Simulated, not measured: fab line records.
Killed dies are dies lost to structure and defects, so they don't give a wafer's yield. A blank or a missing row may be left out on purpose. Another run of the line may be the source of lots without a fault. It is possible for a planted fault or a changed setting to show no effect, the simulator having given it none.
One fault through the eyes of 2 desks	flow gf180mcu	what lay behind the numbers comes last; until then each desk has only its own

TOOL OWNER'S DESK, rie_diel-01
The tool's own readings at GF_V4_ETCH_17 (etches SiO2 in C4F8/O2/Ar, stops on TiN, target depth 630 nm): means of the sampled wafers that have a number, for each lot that ran on this tool. The brackets show how far a lot's mean lies from the usual mean; more than 4 standard deviations puts the lot out of limits, marked OUT.
Columns: A = oes_product_au at GF_V4_ETCH_17, usual 0.856 a.u.
lot	first seen here	A
L311	day 24 20:00	0.856
L315	day 26 14:00	0.860
L316	day 27 03:00	0.857
L319	day 27 19:00	0.858
L322	day 28 16:00	0.858
L323	day 28 18:00	0.857
L332	day 31 07:00	0.853
Result from this desk: across the 7 lots, nothing is out of limits.

THE METROLOGY DESK
What the gauges read for every lot (on any tool): the sampled wafers with a number, averaged. The brackets show how far a lot's mean lies from the usual mean; more than 4 standard deviations puts the lot out of limits, marked OUT.
Columns: A = TOP_METAL_ALCU_THK at GF_TOP_METAL_THK_MEAS_06, usual 893 nm; B = TOP_METAL_OVL at GF_TOP_METAL_OVL_MEAS_15, usual 0.7 nm
lot	first seen here	A	B
L310	day 27 06:49	898	0.8
L311	day 27 15:10	913	0.7
L315	day 29 06:49	897	0.1
L314	day 29 10:29	888	1.1
L317	day 29 17:28	882	0.7
L316	day 29 18:26	889	1.3
L318	day 30 00:11	900	-1.2
L319	day 30 10:20	884	0.6
L322	day 31 06:34	907	1.4
L323	day 31 07:26	883	2.1
L328	day 32 17:32	891	0.5
L329	day 32 20:08	878	1.8
L331	day 33 07:17	895	1.6
L332	day 33 14:09	890	1.4
Result from this desk: across the 14 lots, nothing is out of limits.

ALL TOGETHER
Nothing out of limits was seen by the tool owner's desk.
Metrology desk: nothing out of limits seen.

WHAT THE SIMULATOR PUT IN
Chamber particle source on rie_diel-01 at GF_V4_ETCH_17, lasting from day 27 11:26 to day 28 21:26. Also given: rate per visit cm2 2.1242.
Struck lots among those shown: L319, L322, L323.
